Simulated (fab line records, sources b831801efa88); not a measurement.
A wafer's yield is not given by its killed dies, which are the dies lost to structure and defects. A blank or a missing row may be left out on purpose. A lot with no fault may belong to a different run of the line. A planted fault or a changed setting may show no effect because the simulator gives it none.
Which tool is to blame? | flow gf180mcu | 13 lots with 39 wafers sampled at 5 steps, on a route of 602 steps

WHAT THE GAUGES READ, wafer by wafer
GF_STI_THK_MEAS_30. Usual: STI_OXIDATION_02_THK gives 9.98 nm (standard deviation 0.21).
lot  | measured    | on           | STI_OXIDATION_02_THK (nm) | flag
L818 | day 2 11:46 | filmMetro-01 | 9.99 10.08 9.88           | 
L819 | day 2 16:38 | filmMetro-04 | 9.94 9.93 9.92            | 
L821 | day 3 05:22 | filmMetro-02 | 10.48 10.43 10.35         | 
L822 | day 3 11:10 | filmMetro-04 | 10.18 10.35 10.05         | 
L824 | day 4 00:47 | filmMetro-02 | 10.15 10.20 10.44         | 
L827 | day 4 18:28 | filmMetro-04 | 10.07 9.84 10.03          | 
L828 | day 5 01:22 | filmMetro-02 | 10.19 10.06 10.09         | 
L831 | day 5 10:44 | filmMetro-02 | 9.80 9.66 9.83            | 
L832 | day 5 18:10 | filmMetro-02 | 9.76 9.74 9.95            | 
L833 | day 5 18:10 | filmMetro-04 | 9.88 9.90 9.60            | 
L834 | day 5 23:52 | filmMetro-02 | 10.00 10.03 10.03         | 
L838 | day 6 21:11 | filmMetro-04 | 9.91 10.00 10.04          | 
L840 | day 7 06:49 | filmMetro-04 | 9.86 10.07 9.84           | 

GF_LVPWELL_OVL_MEAS_07. Usual: LVPWELL_OVL gives 0.5 nm (standard deviation 1.6).
lot  | measured    | on         | LVPWELL_OVL (nm) | flag
L818 | day 4 01:54 | overlay-02 | -0.1 0.9 1.7     | 
L819 | day 4 07:23 | overlay-02 | -2.9 -2.7 -2.5   | 
L821 | day 4 20:19 | overlay-01 | 1.5 -0.7 0.7     | 
L822 | day 5 02:08 | overlay-02 | - - -            | OFF
L824 | day 5 16:53 | overlay-02 | 1.4 1.3 1.9      | 
L827 | day 6 13:17 | overlay-02 | 0.3 -0.2 0.4     | 
L828 | day 6 20:35 | overlay-01 | -2.8 -0.5 -1.5   | 
L831 | day 7 08:13 | overlay-02 | -1.4 0.5 1.0     | 
L832 | day 7 15:56 | overlay-02 | 3.5 2.0 1.8      | 
L833 | day 7 16:13 | overlay-01 | -1.5 -1.6 -2.1   | 
L834 | day 7 22:02 | overlay-02 | 0.5 0.3 -0.5     | 
L838 | day 8 20:02 | overlay-01 | 1.4 0.7 1.0      | 
L840 | day 9 08:02 | overlay-02 | 1.9 1.3 2.6      | 

GF_LVPWELL_TW_MEAS_11. Usual: LVPWELL_TW gives 559 (standard deviation 8).
lot  | measured    | on           | LVPWELL_TW  | flag
L818 | day 4 02:20 | filmMetro-04 | 551 550 554 | 
L819 | day 4 07:50 | filmMetro-04 | 553 553 551 | 
L821 | day 4 20:46 | filmMetro-03 | 569 569 565 | 
L822 | day 5 02:36 | filmMetro-03 | 30 31 30    | OFF
L824 | day 5 17:19 | filmMetro-04 | 552 550 550 | 
L827 | day 6 13:43 | filmMetro-03 | 571 571 571 | 
L828 | day 6 21:01 | filmMetro-03 | 572 573 573 | 
L831 | day 7 08:39 | filmMetro-04 | 549 552 551 | 
L832 | day 7 16:23 | filmMetro-01 | 557 555 556 | 
L833 | day 7 16:40 | filmMetro-04 | 554 550 550 | 
L834 | day 7 22:29 | filmMetro-03 | 566 567 565 | 
L838 | day 8 20:28 | filmMetro-03 | 566 568 566 | 
L840 | day 9 08:29 | filmMetro-04 | 554 555 557 | 

GF_MVPSD_TW_MEAS_11. Usual: MVPSD_TW gives 551 (standard deviation 5.8).
lot  | measured     | on           | MVPSD_TW    | flag
L818 | day 5 04:26  | filmMetro-04 | 546 543 548 | 
L819 | day 5 11:29  | filmMetro-03 | 558 558 560 | 
L821 | day 6 00:40  | filmMetro-01 | 550 547 547 | 
L822 | day 6 07:34  | filmMetro-01 | 547 547 549 | 
L824 | day 6 23:01  | filmMetro-01 | 546 546 547 | 
L827 | day 7 20:43  | filmMetro-04 | 546 546 543 | 
L828 | day 8 03:30  | filmMetro-03 | 564 562 563 | 
L831 | day 8 17:28  | filmMetro-04 | 552 553 550 | 
L832 | day 9 01:05  | filmMetro-04 | 550 549 543 | 
L833 | day 9 02:13  | filmMetro-04 | 549 550 550 | 
L834 | day 9 06:56  | filmMetro-01 | 549 549 549 | 
L838 | day 10 08:04 | filmMetro-03 | 558 559 557 | 
L840 | day 10 19:58 | filmMetro-01 | 545 543 546 | 

EACH LOT AND THE TOOL THAT RAN IT (in order: tool; ch and the chambers of the sampled wafers; start)
lot  | GF_LVPWELL_EXPOSE_04
L818 | ilineStepper-02 ch 0, day 3 19:23
L819 | ilineStepper-01 ch 0, day 4 00:49
L821 | ilineStepper-02 ch 0, day 4 13:53
L822 | ilineStepper-01 ch 0, day 4 20:05
L824 | ilineStepper-01 ch 0, day 5 09:52
L827 | ilineStepper-02 ch 0, day 6 06:01
L828 | ilineStepper-02 ch 0, day 6 13:04
L831 | ilineStepper-01 ch 0, day 7 00:34
L832 | ilineStepper-02 ch 0, day 7 08:01
L833 | ilineStepper-01 ch 0, day 7 08:15
L834 | ilineStepper-01 ch 0, day 7 14:17
L838 | ilineStepper-02 ch 0, day 8 11:56
L840 | ilineStepper-02 ch 0, day 8 23:55
- GF_LVPWELL_EXPOSE_04: exposes mask LVPWELL, target cd 600 nm.

WHAT THE TOOLS THEMSELVES READ (means of the sampled wafers that have a number; where no wafer has one, the mark that the record gives instead)
The record holds no such reading with a usual standard deviation.

THE ANSWER, worked out from the rows above alone
Rule: a lot counts as off when the mean over its wafers that have a number is more than 3 standard deviations away from the usual mean. Also off: a lot with no number at a reading for which 4 or more lots have one. All remaining lots with rows at the step are treated as sound. The gauges are gone through in route order, then the tools' own readings, and for those a lot's mean is taken as printed above. The first step at which some lot is off is used, and at that step the reading that is off furthest; a lot without a number counts as furthest.
Off: L822, seen at GF_LVPWELL_OVL_MEAS_07 (LVPWELL_OVL). Without a number there: L822.
If a tool, at a process step before that reading, ran all the lots that are off and no sound lot after the first of them, it fits. The gauges at GF_LVPWELL_OVL_MEAS_07 aren't tried: what is off there is off at GF_LVPWELL_TW_MEAS_11 too, on other tools, and a gauge's error can't cause that. None of those tried fits.

WHAT THE SIMULATOR HAD INSERTED
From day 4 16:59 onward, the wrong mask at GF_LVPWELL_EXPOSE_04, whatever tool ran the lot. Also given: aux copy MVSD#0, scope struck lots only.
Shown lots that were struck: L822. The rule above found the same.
